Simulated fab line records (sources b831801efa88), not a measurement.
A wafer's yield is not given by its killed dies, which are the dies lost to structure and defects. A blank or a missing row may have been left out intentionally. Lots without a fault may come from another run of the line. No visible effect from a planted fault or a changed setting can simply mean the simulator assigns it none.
fab line records ; flow sfq-line
[record] lots = 6; wafers = 18; last-day = 78
route steps=325 shown I6@270 M7@281 I7@296 M8@311
lots that met no fault: from a run of the same line without faults
start-h: the number of hours between the record's first day and the start of the first shown wafer of the lot ; wait-h: time in hours since the lot's previous step ; " identical to the entry in the row above ; L1.1+2: one row covering several wafers at once ; - no value, or no start was given ; * or withheld: withheld ; < > ~ a bound
route shown NAME@n: a module of which the file shows steps, and the number in the route of the first ; usual: mean/standard deviation taken from wafers without a fault ; same: alike in all rows ; chamber/n: place in a boat ; sites: the reading at each site ; _std_site: standard deviation of those values ; _edge_site: outer sites' mean less inner sites' ; radius-mm: how far each site lies from the wafer's centre ; mask NAME#n: copy n ; behind: tool/chamber where the wafer was last shaped ; hold: why the lot went on hold/how many hours it stayed there/how the hold came to an end ; device: the transistor (n, p or np) that didn't switch ; end of line: the route-end tests of the same wafers ; a step with no rows: only its recipe ; killed: at the first sort, the dies lost to defects and structure; wafer yield is something else ; map: shows each die of a wafer: x if killed, . if not, _ if none is there
set.NAME: the setting as run; set.NAME@STEP: as run at that earlier step ; model.NAME: the simulator's own value behind a step, which no gauge read
a table for each step, a row for each wafer; lots at some steps of the route
services: from which hour (start-h, from the record's first day; less than 0 if before it) a tool's chamber was out of use, for how many hours, and why
[[steps]]
[step SFQ_TRILAYER_I6_VIA_LITHO_COAT_174]
[recipe] resist = BARC; spin-rpm = 3000; resist-thk-nm = 62
[step SFQ_TRILAYER_I6_VIA_LITHO_COAT_169]
[recipe] resist = KrF; spin-rpm = 3000; resist-thk-nm = 650
[step SFQ_TRILAYER_I6_VIA_LITHO_SOFTBAKE_173]
[recipe] temp-c = withheld; time-s = withheld; resist = KrF
[step SFQ_TRILAYER_I6_VIA_LITHO_EXPOSE_170]
[recipe] mask-id = I6; na = 0.6; source-shape = conventional; sigma-outer = 0.65; target-cd-nm = 700; dose-mj = 21.3
[step SFQ_TRILAYER_I6_VIA_LITHO_PEB_172]
[recipe] peb-temp-c = 115; peb-time-s = 60; resist = KrF
[step SFQ_TRILAYER_I6_VIA_LITHO_DEVELOP_171]
[recipe] time-s = 60; resist = KrF
[step SFQ_I6_OVL_MEAS_942]
[usual] I6_OVL = 0/5.1
lot.wafer;tool;chamber;start-h;wait-h;I6_OVL[nm]
L775.1;overlay-02;-;1485.52;0.1;2
L775.4;overlay-02;-;1485.52;0.1;6
L775.5;overlay-02;-;1485.52;0.1;3
L776.4;overlay-01;-;1497.53;0.1;-6
L776.5;overlay-01;-;1497.53;0.1;-8
L776.6;overlay-01;-;1497.53;0.1;-3
L789.2;overlay-01;-;1582.77;0.1;-2
L789.4;overlay-01;-;1582.77;0.1;-6
L789.5;overlay-01;-;1582.77;0.1;-7
L792.1;overlay-01;-;1594.24;0.1;-7
L792.3;overlay-01;-;1594.24;0.1;-3
L792.5;overlay-01;-;1594.24;0.1;-8
L795.1;overlay-02;-;1603.84;0.1;1
L795.2;overlay-02;-;1603.84;0.1;-2
L795.5;overlay-02;-;1603.84;0.1;0
L796.1;overlay-02;-;1609.84;0.1;2
L796.2;overlay-02;-;1609.84;0.1;0
L796.5;overlay-02;-;1609.84;0.1;-4
[step SFQ_TRILAYER_I6_VIA_BARC_OPEN_VIA_ETCH_235]
[recipe] mask-material = PR; chemistry = O2; target-depth-nm = 125; target = BARC; source-w = 500; bias-w = 80; pressure-mtorr = 30; time-s = 41.7
[step SFQ_TRILAYER_I6_VIA_ETCH_VIA_ETCH_172]
[recipe] target = SiO2; stop-on = Nb; mask-material = PR; taper-deg = 20; chemistry = CHF3; target-depth-nm = 260; source-w = 500; bias-w = 80; pressure-mtorr = 30; time-s = withheld
[usual] drypump-motor-current-A = 6.0/0.48; oes-product-au = 0.854/0.0051
lot.wafer;tool;chamber;start-h;wait-h;drypump-motor-current-A;oes-product-au
L775.1;rie-diel-02;1;1485.59;0.0;5.5;0.846
L775.4;rie-diel-02;2;1485.59;0.0;5.8;0.847
L775.5;rie-diel-02;0;1485.59;0.0;5.6;0.851
L776.4;rie-diel-04;1;1497.59;0.0;5.7;0.851
L776.5;rie-diel-04;3;1497.59;0.0;5.8;0.863
L776.6;rie-diel-04;2;1497.59;0.0;6.7;0.859
L789.2;rie-diel-04;2;1582.84;0.0;6.7;0.855
L789.4;rie-diel-04;1;1582.84;0.0;5.7;0.850
L789.5;rie-diel-04;2;1582.84;0.0;6.7;0.858
L792.1;rie-diel-02;0;1594.32;0.0;5.6;0.848
L792.3;rie-diel-02;2;1594.32;0.0;5.8;0.846
L792.5;rie-diel-02;3;1594.32;0.0;6.8;0.848
L795.1;rie-diel-04;3;1603.92;0.0;5.7;0.857
L795.2;rie-diel-04;1;1603.92;0.0;5.7;0.848
L795.5;rie-diel-04;0;1603.92;0.0;6.2;0.851
L796.1;rie-diel-02;3;1609.92;0.0;6.8;0.851
L796.2;rie-diel-02;1;1609.92;0.0;5.5;0.851
L796.5;rie-diel-02;2;1609.92;0.0;5.7;0.854
[step SFQ_TRILAYER_I6_VIA_STRIP_STRIP_173]
[recipe] gas = O2; power-w = 200; platen-temp-c = 40; overash-fraction = 0.65; chemistry = O2; pressure-mtorr = 50
[step SFQ_TRILAYER_I6_VIA_STRIP_SOLV_CLEAN_174]
[recipe] chemistry = NMP; temp-c = 70; time-s = 600
[step SFQ_TRILAYER_M7_DEP_PRE_CLEAN_176]
[recipe] gas = Ar; time-s = 22.5; bias-v = 250
[step SFQ_TRILAYER_M7_DEP_SPUTTER_175]
[recipe] material = Nb; base-pressure-pa = 1.33e-06; chamber-pressure-pa = 0.1333; substrate-temp-c = 20; target-thk-nm = 200; power-w = 2000; time-s = 133.3
[usual] substrate-temp-c = 19.99/0.098; throttle-valve-pct = 29.6/0.67
lot.wafer;tool;chamber;start-h;wait-h;substrate-temp-c;throttle-valve-pct;model.Nb_of_TRILAYER_M7_DEP_SPUTTER_175.thk-nm
L775.1;pvd-sputter-05;-;1486.51;0.0;19.99;29.6;198.1
L775.4;pvd-sputter-05;-;1486.51;0.0;20.05;29.7;198
L775.5;pvd-sputter-05;-;1486.51;0.0;20.01;29.3;198.3
L776.4;pvd-sputter-05;-;1498.51;0.0;19.88;29.6;199.2
L776.5;pvd-sputter-05;-;1498.51;0.0;20.01;29.7;199.4
L776.6;pvd-sputter-05;-;1498.51;0.0;19.80;29.3;199
L789.2;pvd-sputter-05;-;1583.78;0.0;19.86;29.6;200.9
L789.4;pvd-sputter-05;-;1583.78;0.0;19.96;30.6;295.6
L789.5;pvd-sputter-05;-;1583.78;0.0;20.10;29.8;201.6
L792.1;pvd-sputter-05;-;1595.24;0.0;20.02;30.3;290.8
L792.3;pvd-sputter-05;-;1595.24;0.0;20.09;29.8;198.1
L792.5;pvd-sputter-05;-;1595.24;0.0;20.07;29.9;197.1
L795.1;pvd-sputter-06;-;1604.84;0.0;19.95;29.4;199.2
L795.2;pvd-sputter-06;-;1604.84;0.0;19.96;28.2;200.2
L795.5;pvd-sputter-06;-;1604.84;0.0;20.12;29.4;200.9
L796.1;pvd-sputter-04;-;1610.84;0.0;20.01;28.5;202.5
L796.2;pvd-sputter-04;-;1610.84;0.0;19.92;29.5;201.7
L796.5;pvd-sputter-04;-;1610.84;0.0;19.86;29.9;201.3
[step SFQ_M7_RS_MEAS_943]
[recipe] thk-meas-gauge = four-point-probe; reads = Nb_of_TRILAYER_M7_DEP_SPUTTER_175
[usual] M7_NB_RS = 0.895/0.012
lot.wafer;tool;chamber;start-h;wait-h;hold;M7_NB_RS[ohm/sq]
L775.1;film-metro-02;-;1486.60;0.0;-;0.901
L775.4;film-metro-02;-;1486.60;0.0;-;0.900
L775.5;film-metro-02;-;1486.60;0.0;-;0.897
L776.4;film-metro-04;-;1498.66;0.1;-;0.895
L776.5;film-metro-04;-;1498.66;0.1;-;0.894
L776.6;film-metro-04;-;1498.66;0.1;-;0.896
L789.2;film-metro-01;-;1583.89;0.1;await-dispo/0.2h/release;0.887
L789.4;film-metro-01;-;1583.89;0.1;await-dispo/0.2h/release;0.601
L789.5;film-metro-01;-;1583.89;0.1;await-dispo/0.2h/release;0.883
L789.2;film-metro-01;-;1584.17;0.3;-;0.887
L789.4;film-metro-01;-;1584.17;0.3;-;0.601
L789.5;film-metro-01;-;1584.17;0.3;-;0.884
L792.1;film-metro-01;-;1595.33;0.0;await-dispo/0.2h/release;0.611
L792.3;film-metro-01;-;1595.33;0.0;await-dispo/0.2h/release;0.899
L792.5;film-metro-01;-;1595.33;0.0;await-dispo/0.2h/release;0.903
L792.1;film-metro-01;-;1595.61;0.3;-;0.610
L792.3;film-metro-01;-;1595.61;0.3;-;0.898
L792.5;film-metro-01;-;1595.61;0.3;-;0.906
L795.1;film-metro-02;-;1604.93;0.0;-;0.895
L795.2;film-metro-02;-;1604.93;0.0;-;0.890
L795.5;film-metro-02;-;1604.93;0.0;-;0.889
L796.1;film-metro-01;-;1610.93;0.0;-;0.880
L796.2;film-metro-01;-;1610.93;0.0;-;0.882
L796.5;film-metro-01;-;1610.93;0.0;-;0.884
[step SFQ_TRILAYER_M7_LITHO_COAT_177]
[recipe] resist = KrF; spin-rpm = 3000; resist-thk-nm = 600
[step SFQ_TRILAYER_M7_LITHO_SOFTBAKE_181]
[recipe] temp-c = withheld; time-s = withheld; resist = KrF
[step SFQ_TRILAYER_M7_LITHO_EXPOSE_178]
[recipe] mask-id = M7; na = 0.6; source-shape = conventional; sigma-outer = 0.65; target-cd-nm = 500; dose-mj = 14.4
[step SFQ_TRILAYER_M7_LITHO_PEB_180]
[recipe] peb-temp-c = 115; peb-time-s = 60; resist = KrF
[step SFQ_TRILAYER_M7_LITHO_DEVELOP_179]
[recipe] time-s = 60; resist = KrF
[step SFQ_M7_OVL_MEAS_945]
[usual] M7_OVL = -1/5.3
lot.wafer;tool;chamber;start-h;wait-h;M7_OVL[nm]
L775.1;overlay-01;-;1490.63;0.1;5
L775.4;overlay-01;-;1490.63;0.1;2
L775.5;overlay-01;-;1490.63;0.1;0
L776.4;overlay-01;-;1502.49;0.1;-2
L776.5;overlay-01;-;1502.49;0.1;-4
L776.6;overlay-01;-;1502.49;0.1;-5
L789.2;overlay-02;-;1684.40;0.1;-10
L789.4;overlay-02;-;1684.40;0.1;-13
L789.5;overlay-02;-;1684.40;0.1;-6
L792.1;overlay-02;-;1691.59;0.1;-6
L792.3;overlay-02;-;1691.59;0.1;-8
L792.5;overlay-02;-;1691.59;0.1;-10
L795.1;overlay-02;-;1701.31;0.1;-10
L795.2;overlay-02;-;1701.31;0.1;-4
L795.5;overlay-02;-;1701.31;0.1;-10
L796.1;overlay-01;-;1704.91;0.1;0
L796.2;overlay-01;-;1704.91;0.1;1
L796.5;overlay-01;-;1704.91;0.1;-2
[step SFQ_TRILAYER_M7_BARC_OPEN_METAL_ETCH_229]
[recipe] mask-material = PR; chemistry = O2; target-depth-nm = 125; target = BARC; icp-w = 600; bias-w = 80; pressure-mtorr = 10; time-s = 41.7
[step SFQ_TRILAYER_M7_ETCH_METAL_ETCH_180]
[recipe] target = Nb; stop-on = SiO2; mask-material = PR; chemistry = Cl2/Ar; target-depth-nm = 240; icp-w = 600; bias-w = 80; pressure-mtorr = 10; time-s = 120
[usual] drypump-motor-current-A = 5.94/0.29; oes-product-au = 0.892/0.0092
lot.wafer;tool;chamber;start-h;wait-h;drypump-motor-current-A;oes-product-au;rf-hours-counter-h
L775.1;rie-metal-04;0;1490.72;0.0;5.83;0.881;86
L775.4;rie-metal-04;0;1490.72;0.0;5.83;0.885;-
L775.5;rie-metal-04;0;1490.72;0.0;5.81;0.886;-
L776.4;rie-metal-02;1;1502.61;0.1;5.80;0.894;-
L776.5;rie-metal-02;0;1502.61;0.1;5.57;0.898;-
L776.6;rie-metal-02;1;1502.61;0.1;5.79;0.893;-
L789.2;rie-metal-03;0;1684.49;0.0;5.92;0.893;127
L789.4;rie-metal-03;1;1684.49;0.0;6.60;0.986;-
L789.5;rie-metal-03;1;1684.49;0.0;6.59;0.904;-
L792.1;rie-metal-04;0;1691.69;0.0;5.84;0.977;115
L792.3;rie-metal-04;0;1691.69;0.0;5.83;0.887;-
L792.5;rie-metal-04;1;1691.69;0.0;6.07;0.887;-
L795.1;rie-metal-02;1;1701.41;0.0;5.74;0.894;121
L795.2;rie-metal-02;0;1701.41;0.0;5.59;0.896;26
L795.5;rie-metal-02;1;1701.41;0.0;5.75;0.904;-
L796.1;rie-metal-02;0;1705.01;0.0;5.57;0.906;26
L796.2;rie-metal-02;1;1705.01;0.0;5.78;0.888;121
L796.5;rie-metal-02;0;1705.01;0.0;5.56;0.892;-
[step SFQ_TRILAYER_M7_STRIP_STRIP_181]
[recipe] gas = O2; power-w = 200; platen-temp-c = 40; overash-fraction = 0.65; chemistry = O2; pressure-mtorr = 50
[usual] drypump-motor-current-A = 5.94/0.3; oes-product-au = 0.991/0.012
lot.wafer;tool;chamber;start-h;wait-h;drypump-motor-current-A;oes-product-au;rf-hours-counter-h
L775.1;rie-metal-04;0;1490.85;0.1;5.84;0.977;87
L775.4;rie-metal-04;0;1490.85;0.1;5.82;0.976;-
L775.5;rie-metal-04;0;1490.85;0.1;5.82;0.979;-
L776.4;rie-metal-02;1;1502.90;0.2;5.74;1.012;-
L776.5;rie-metal-02;0;1502.90;0.2;5.55;0.999;-
L776.6;rie-metal-02;1;1502.90;0.2;5.75;1.006;-
L789.2;rie-metal-03;0;1684.61;0.1;5.91;0.998;127
L789.4;rie-metal-03;1;1684.61;0.1;6.64;0.994;-
L789.5;rie-metal-03;1;1684.61;0.1;6.63;0.992;-
L792.1;rie-metal-04;0;1691.81;0.1;5.81;0.970;115
L792.3;rie-metal-04;0;1691.81;0.1;5.81;0.977;-
L792.5;rie-metal-04;1;1691.81;0.1;6.08;0.987;-
L795.1;rie-metal-02;1;1701.54;0.1;5.77;1.000;121
L795.2;rie-metal-02;0;1701.54;0.1;5.56;0.985;26
L795.5;rie-metal-02;1;1701.54;0.1;5.78;1.006;-
L796.1;rie-metal-02;0;1705.14;0.1;5.57;0.994;26
L796.2;rie-metal-02;1;1705.14;0.1;5.76;1.009;122
L796.5;rie-metal-02;0;1705.14;0.1;5.56;0.998;-
[step SFQ_TRILAYER_M7_STRIP_SOLV_CLEAN_182]
[recipe] chemistry = NMP; temp-c = 70; time-s = 600
[step SFQ_TRILAYER_I7_DEP_PECVD_183]
[recipe] material = SiO2; temp-c = 150; time-s = 111.11; pressure-torr = 2.4; rf-w = 183.3; precursor = SiH4/N2O; target-thk-nm = 500
[step SFQ_TRILAYER_I7_CMP_CMP_184]
[recipe] material = SiO2; down-force-psi = 3; platen-rpm = 60; pad-velocity-m-s = 0.94248
[usual] motor-current-A = 10.6/1; platen-rpm = 60.00/0.037; time-to-endpoint-s = 212/7.8
lot.wafer;tool;chamber;start-h;wait-h;motor-current-A;platen-rpm;time-to-endpoint-s
L775.1;cmp-01;1;1521.60;29.9;12.9;59.96;215
L775.4;cmp-01;2;1521.60;29.9;11.2;60.04;210
L775.5;cmp-01;3;1521.60;29.9;11.3;60.02;212
L776.4;cmp-01;0;1531.10;27.5;10.5;59.93;221
L776.6;cmp-01;1;1531.10;27.5;13.0;60.00;221
L776.5;cmp-01;2;1531.10;27.5;11.1;60.00;217
L789.4;cmp-02;3;1686.68;1.2;10.8;60.05;210
L789.2;cmp-02;1;1687.68;2.3;9.5;60.03;208
L789.5;cmp-02;3;1688.68;3.2;10.7;60.00;206
L792.1;cmp-02;2;1692.68;0.1;9.7;60.05;219
L792.3;cmp-02;1;1694.18;1.6;9.4;59.97;209
L792.5;cmp-02;3;1695.18;2.5;11.3;60.02;208
L795.1;cmp-02;0;1704.98;2.6;9.8;59.94;197
L795.2;cmp-02;1;1704.98;2.6;9.3;60.00;202
L795.5;cmp-02;2;1704.98;2.6;10.0;59.99;209
L796.2;cmp-01;2;1707.04;1.1;10.3;60.06;203
L796.1;cmp-01;3;1707.04;1.1;10.9;59.97;206
L796.5;cmp-01;0;1707.04;1.1;10.6;59.99;215
[step SFQ_I7_BOW_MEAS_946]
[recipe] mode = bow
[usual] I7_BOW = 9/12
lot.wafer;tool;chamber;start-h;wait-h;I7_BOW[um]
L775.1;film-metro-03;-;1523.60;1.5;6
L775.4;film-metro-03;-;1523.60;1.5;12
L775.5;film-metro-03;-;1523.60;1.5;8
L776.4;film-metro-02;-;1532.66;1.1;28
L776.5;film-metro-02;-;1532.66;1.1;31
L776.6;film-metro-02;-;1532.66;1.1;21
L789.2;film-metro-01;-;1689.70;1.5;27
L789.4;film-metro-01;-;1689.70;1.5;16
L789.5;film-metro-01;-;1689.70;1.5;26
L792.1;film-metro-01;-;1695.68;2.5;2
L792.3;film-metro-01;-;1695.68;2.5;0
L792.5;film-metro-01;-;1695.68;2.5;-1
L795.1;film-metro-02;-;1706.98;1.5;-1
L795.2;film-metro-02;-;1706.98;1.5;12
L795.5;film-metro-02;-;1706.98;1.5;11
L796.1;film-metro-03;-;1709.04;1.0;-16
L796.2;film-metro-03;-;1709.04;1.0;-12
L796.5;film-metro-03;-;1709.04;1.0;-14
[step SFQ_TRILAYER_I7_METRO_MEASURE_185]
[step SFQ_TRILAYER_I7_VIA_LITHO_COAT_192]
[recipe] resist = BARC; spin-rpm = 3000; resist-thk-nm = 62
[step SFQ_TRILAYER_I7_VIA_LITHO_COAT_187]
[recipe] resist = KrF; spin-rpm = 3000; resist-thk-nm = 650
[step SFQ_TRILAYER_I7_VIA_LITHO_SOFTBAKE_191]
[recipe] temp-c = withheld; time-s = withheld; resist = KrF
[step SFQ_TRILAYER_I7_VIA_LITHO_EXPOSE_188]
[recipe] mask-id = I7; na = 0.6; source-shape = conventional; sigma-outer = 0.65; target-cd-nm = 1000; dose-mj = 21.3
[step SFQ_TRILAYER_I7_VIA_LITHO_PEB_190]
[recipe] peb-temp-c = 115; peb-time-s = 60; resist = KrF
[step SFQ_TRILAYER_I7_VIA_LITHO_DEVELOP_189]
[recipe] time-s = 60; resist = KrF
[step SFQ_I7_OVL_MEAS_947]
[usual] I7_OVL = 3/6.8
lot.wafer;tool;chamber;start-h;wait-h;I7_OVL[nm]
L775.1;overlay-01;-;1618.41;0.1;10
L775.4;overlay-01;-;1618.41;0.1;4
L775.5;overlay-01;-;1618.41;0.1;14
L776.4;overlay-02;-;1626.64;0.1;13
L776.5;overlay-02;-;1626.64;0.1;3
L776.6;overlay-02;-;1626.64;0.1;9
L789.2;overlay-01;-;1775.97;0.1;6
L789.4;overlay-01;-;1775.97;0.1;8
L789.5;overlay-01;-;1775.97;0.1;9
L792.1;overlay-01;-;1783.33;0.1;0
L792.3;overlay-01;-;1783.33;0.1;3
L792.5;overlay-01;-;1783.33;0.1;2
L795.1;overlay-02;-;1792.81;0.1;13
L795.2;overlay-02;-;1792.81;0.1;-1
L795.5;overlay-02;-;1792.81;0.1;16
L796.1;overlay-02;-;1795.21;0.1;-5
L796.2;overlay-02;-;1795.21;0.1;-4
L796.5;overlay-02;-;1795.21;0.1;-4
[step SFQ_TRILAYER_I7_VIA_BARC_OPEN_VIA_ETCH_260]
[recipe] mask-material = PR; chemistry = O2; target-depth-nm = 125; target = BARC; source-w = 500; bias-w = 80; pressure-mtorr = 30; time-s = 41.7
[usual] drypump-motor-current-A = 5.9/0.56; oes-product-au = 0.685/0.0045
lot.wafer;tool;chamber;start-h;wait-h;drypump-motor-current-A;oes-product-au;rf-hours-counter-h
L775.1;rie-diel-03;3;1618.44;0.0;4.9;0.686;21
L775.4;rie-diel-03;2;1618.44;0.0;6.3;0.685;23
L775.5;rie-diel-03;1;1618.44;0.0;6.3;0.689;-
L776.4;rie-diel-01;2;1626.66;0.0;6.3;0.680;21
L776.5;rie-diel-01;0;1626.66;0.0;4.9;0.677;-
L776.6;rie-diel-01;3;1626.66;0.0;5.9;0.684;-
L789.2;rie-diel-01;2;1776.00;0.0;6.3;0.685;22
L789.4;rie-diel-01;0;1776.00;0.0;4.9;0.687;15
L789.5;rie-diel-01;2;1776.00;0.0;6.3;0.682;-
L792.1;rie-diel-04;3;1783.36;0.0;5.7;0.683;3
L792.3;rie-diel-04;1;1783.36;0.0;5.7;0.688;25
L792.5;rie-diel-04;3;1783.36;0.0;5.7;0.688;-
L795.1;rie-diel-03;3;1792.84;0.0;4.9;0.683;23
L795.2;rie-diel-03;1;1792.84;0.0;6.3;0.683;17
L795.5;rie-diel-03;0;1792.84;0.0;6.3;0.681;-
L796.1;rie-diel-01;0;1795.24;0.0;4.9;0.679;16
L796.2;rie-diel-01;2;1795.24;0.0;6.3;0.682;22
L796.5;rie-diel-01;1;1795.24;0.0;6.0;0.680;-
[step SFQ_TRILAYER_I7_VIA_ETCH_VIA_ETCH_190]
[recipe] target = SiO2; stop-on = Nb; mask-material = PR; taper-deg = 20; chemistry = CHF3; target-depth-nm = 260; source-w = 500; bias-w = 80; pressure-mtorr = 30; time-s = withheld
[step SFQ_TRILAYER_I7_VIA_STRIP_STRIP_191]
[recipe] gas = O2; power-w = 200; platen-temp-c = 40; overash-fraction = 0.65; chemistry = O2; pressure-mtorr = 50
[usual] drypump-motor-current-A = 6.15/0.21; oes-product-au = 0.989/0.011
lot.wafer;tool;chamber;start-h;wait-h;drypump-motor-current-A;oes-product-au;rf-hours-counter-h
L775.1;rie-metal-01;0;1618.59;-;6.19;0.995;104
L775.4;rie-metal-01;1;1618.59;-;6.33;1.012;-
L775.5;rie-metal-01;0;1618.59;-;6.19;0.993;-
L776.4;rie-metal-04;0;1627.01;-;5.84;0.964;-
L776.5;rie-metal-04;1;1627.01;-;6.08;0.977;-
L776.6;rie-metal-04;0;1627.01;-;5.82;0.979;-
L789.2;rie-metal-04;0;1776.15;-;5.84;0.972;124
L789.4;rie-metal-04;0;1776.15;-;5.83;0.976;-
L789.5;rie-metal-04;0;1776.15;-;5.81;0.962;-
L792.1;rie-metal-01;0;1783.51;-;6.24;0.987;121
L792.3;rie-metal-01;0;1783.51;-;6.24;0.995;-
L792.5;rie-metal-01;1;1783.51;-;6.29;0.988;-
L795.1;rie-metal-03;1;1793.00;-;6.59;0.996;47
L795.2;rie-metal-03;0;1793.00;-;5.90;0.996;138
L795.5;rie-metal-03;0;1793.00;-;5.92;0.996;-
L796.1;rie-metal-01;1;1795.40;-;6.28;0.993;101
L796.2;rie-metal-01;0;1795.40;-;6.18;0.983;122
L796.5;rie-metal-01;1;1795.40;-;6.32;0.997;-
[step SFQ_TRILAYER_I7_VIA_STRIP_SOLV_CLEAN_192]
[recipe] chemistry = NMP; temp-c = 70; time-s = 600
[step SFQ_TRILAYER_M8_LITHO_LOR_COAT_197]
[recipe] resist = lift-off; spin-rpm = 3000
[step SFQ_M8_BOW_MEAS_951]
[recipe] mode = bow
[usual] M8_BOW = 10/12
lot.wafer;tool;chamber;start-h;wait-h;M8_BOW[um];model.etest.m7.comb-log10-ohm;model.etest.m7.ohm-sq
L775.1;film-metro-03;-;1628.00;0.0;6;12;0.8994
L775.4;film-metro-03;-;1628.00;0.0;13;12;0.8998
L775.5;film-metro-03;-;1628.00;0.0;8;12;0.8985
L776.4;film-metro-01;-;1631.58;0.1;29;12;0.8943
L776.5;film-metro-01;-;1631.58;0.1;31;12;0.8938
L776.6;film-metro-01;-;1631.58;0.1;21;12;0.8955
L789.2;film-metro-03;-;1780.92;0.0;30;12;0.887
L789.4;film-metro-03;-;1780.92;0.0;19;0;0.6028
L789.5;film-metro-03;-;1780.92;0.0;29;12;0.8838
L792.1;film-metro-04;-;1857.66;0.0;2;0;0.6128
L792.3;film-metro-04;-;1857.66;0.0;0;12;0.8993
L792.5;film-metro-04;-;1857.66;0.0;0;12;0.904
L795.1;film-metro-03;-;1867.39;0.0;2;12;0.8946
L795.2;film-metro-03;-;1867.39;0.0;14;12;0.8902
L795.5;film-metro-03;-;1867.39;0.0;13;12;0.887
L796.1;film-metro-03;-;1869.79;0.0;-16;12;0.8801
L796.2;film-metro-03;-;1869.79;0.0;-10;12;0.8833
L796.5;film-metro-03;-;1869.79;0.0;-12;12;0.8852
[[services]]
tool;chamber;start-h;hours;kind
rie-metal-03;-;1465.20;0.3;repair
rie-diel-04;-;1486.62;0.6;repair
rie-diel-01;1;1496.39;4.1;repair
rie-diel-01;1;1519.49;3.8;repair
rie-metal-02;-;1520.03;0.5;repair
cmp-01;-;1527.68;0.8;repair
rie-diel-01;0;1541.24;1.7;repair
rie-diel-02;0;1550.13;7.4;repair
pvd-sputter-05;-;1551.38;5.4;repair
cmp-01;-;1552.22;13.4;repair
cmp-02;-;1553.40;3.0;repair
rie-diel-04;-;1555.88;0.6;repair
rie-metal-04;1;1571.61;17.6;repair
cmp-02;-;1581.50;7.3;pm
cmp-01;-;1590.60;3.4;repair
pvd-sputter-05;-;1597.69;8.8;repair
cmp-01;-;1601.38;4.0;pm
rie-diel-02;-;1605.15;2.8;pm
rie-metal-02;-;1651.00;14.6;pm
rie-diel-04;-;1719.93;0.4;repair
rie-diel-04;-;1728.55;1.1;repair
rie-metal-02;1;1743.06;14.4;repair
rie-diel-04;-;1748.88;0.4;repair
rie-diel-04;1;1752.27;9.2;repair
[[key]]
[first-sign] step = SFQ_M7_RS_MEAS_943; reading = visit; direction = added
[effect] step = SFQ_M7_RS_MEAS_943; reading = M7_NB_RS; direction = down; sigmas = 23; usual = 0.895; struck = 0.606
[effect] step = SFQ_TRILAYER_M7_ETCH_METAL_ETCH_180; reading = oes-product-au; direction = up; sigmas = 9.8; usual = 0.892; struck = 0.982
[model-effect] step = SFQ_TRILAYER_M7_DEP_SPUTTER_175; value = Nb_of_TRILAYER_M7_DEP_SPUTTER_175.thk-nm; without = 199.1; struck = 293.2
[model-effect] step = SFQ_M8_BOW_MEAS_951; value = etest.m7.comb-log10-ohm; without = 12; struck = 0
met-at SFQ_TRILAYER_M7_DEP_SPUTTER_175
struck-wafers L789.4,L792.1
[fault] kind = process-parameter-drift; tool = pvd-sputter-05; chamber = -; onset-h = 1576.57; steps = SFQ_TRILAYER_M7_DEP_SPUTTER_175; channel = target-thk-nm; offset = 94.071; shape = step; end-h = 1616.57; acts-in = these-recipes-only; stated = 200; scope = struck-wafers-only
